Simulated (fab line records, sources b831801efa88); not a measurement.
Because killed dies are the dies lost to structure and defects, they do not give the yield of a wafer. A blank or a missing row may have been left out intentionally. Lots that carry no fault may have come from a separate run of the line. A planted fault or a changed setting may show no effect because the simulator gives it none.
Check of tool commonality | flow gf180mcu | 13 lots, 39 wafers sampled

## REASON FOR OPENING
Of 13 lots, 1 have the reading STI_CVD_03_THK flagged at GF_STI_THK_MEAS_04. Fault-free wafers read 206.6 nm, with a standard deviation of 1.5.
Rule: a lot is flagged when every wafer of it that has a number lies more than 4 standard deviations from that mean, or none has a number. The rest of the lots are taken to be sound.

lot  | measured    | on            | STI_CVD_03_THK (nm), wafer by wafer | flag
L454 | day 1 14:23 | film-metro-02 | 203.1 204.5 205.1                   |
L455 | day 1 18:37 | film-metro-01 | 209.3 208.0 210.4                   |
L456 | day 2 01:19 | film-metro-03 | 208.7 208.3 208.3                   |
L460 | day 3 01:07 | film-metro-01 | 206.8 207.3 205.2                   |
L461 | day 3 01:08 | film-metro-02 | 206.5 206.8 204.7                   |
L462 | day 3 07:22 | film-metro-01 | 207.6 205.2 204.6                   |
L463 | day 3 11:15 | film-metro-02 | 206.3 205.7 205.9                   |
L465 | day 3 21:07 | film-metro-01 | 207.0 206.9 206.6                   |
L466 | day 4 04:03 | film-metro-02 | 208.6 204.8 204.3                   |
L469 | day 4 17:02 | film-metro-03 | 208.0 207.1 207.2                   |
L470 | day 4 22:25 | film-metro-02 | 185.3 185.7 184.6                   | FLAGGED
L471 | day 5 02:37 | film-metro-01 | 206.7 204.1 205.5                   |
L472 | day 5 08:16 | film-metro-01 | 206.7 206.6 205.1                   |
The numbers of the flagged lots are 185.2 nm on average: -21.4 nm against the usual, or -14 standard deviations.

## TOOL THAT RAN EACH LOT
The record holds 1 process step before the reading, out of a route of 602 steps. Cell contents, in order: the tool; ch with the chambers the sampled wafers went through; the start.
lot  | flag    | GF_STI_CVD_03
L454 |         | lpcvd-02 ch 0, day 1 12:23
L455 |         | lpcvd-01 ch 0, day 1 16:37
L456 |         | lpcvd-01 ch 1, day 1 22:20
L460 |         | lpcvd-02 ch 0, day 2 23:07
L461 |         | lpcvd-01 ch 1, day 2 23:09
L462 |         | lpcvd-01 ch 0, day 3 05:23
L463 |         | lpcvd-02 ch 1, day 3 09:14
L465 |         | lpcvd-02 ch 0, day 3 19:08
L466 |         | lpcvd-01 ch 1, day 4 02:04
L469 |         | lpcvd-01 ch 0, day 4 15:02
L470 | FLAGGED | lpcvd-02 ch 0, day 4 20:26
L471 |         | lpcvd-01 ch 1, day 5 00:37
L472 |         | lpcvd-01 ch 1, day 5 06:16
What these steps do:
- GF_STI_CVD_03: deposits Si3N4 from DCS/NH3, target thk 207.16 nm, time 3551 s.
- GF_STI_THK_MEAS_04

## FLAGGED OVER TOTAL, TOOL BY TOOL (the gauges that took the reading come last)
step               | tool          | lots run | flagged | share of the flagged lots | sound lots run after its first flagged lot
GF_STI_CVD_03      | lpcvd-01      | 8        | 0       | none                      | -
GF_STI_CVD_03      | lpcvd-02      | 5        | 1       | all                       | 0
GF_STI_THK_MEAS_04 | film-metro-01 | 6        | 0       | none                      | -
GF_STI_THK_MEAS_04 | film-metro-02 | 5        | 1       | all                       | 0
GF_STI_THK_MEAS_04 | film-metro-03 | 2        | 0       | none                      | -

## THE TABLE: WHAT IT ALLOWS
lpcvd-02 at GF_STI_CVD_03 and film-metro-02 at GF_STI_THK_MEAS_04 are the 2 rows of the table that ran each flagged lot.
- lpcvd-02 at GF_STI_CVD_03 ran 5 lots, 1 of them flagged. It ran its last sound lot, L465, at day 3 19:08 and its first flagged lot, L470, at day 4 20:26: a fault with its onset between the two fits.
- film-metro-02 at GF_STI_THK_MEAS_04 ran 5 lots, 1 of them flagged. It ran its last sound lot, L466, at day 4 04:03 and its first flagged lot, L470, at day 4 22:25: a fault with its onset between the two fits.
Counting lots can't tell these 2 tools apart, because each fits a fault that began at some hour. More lots, or a look at what each step does to the wafer, might.

## WHAT THE SIMULATOR PUT IN
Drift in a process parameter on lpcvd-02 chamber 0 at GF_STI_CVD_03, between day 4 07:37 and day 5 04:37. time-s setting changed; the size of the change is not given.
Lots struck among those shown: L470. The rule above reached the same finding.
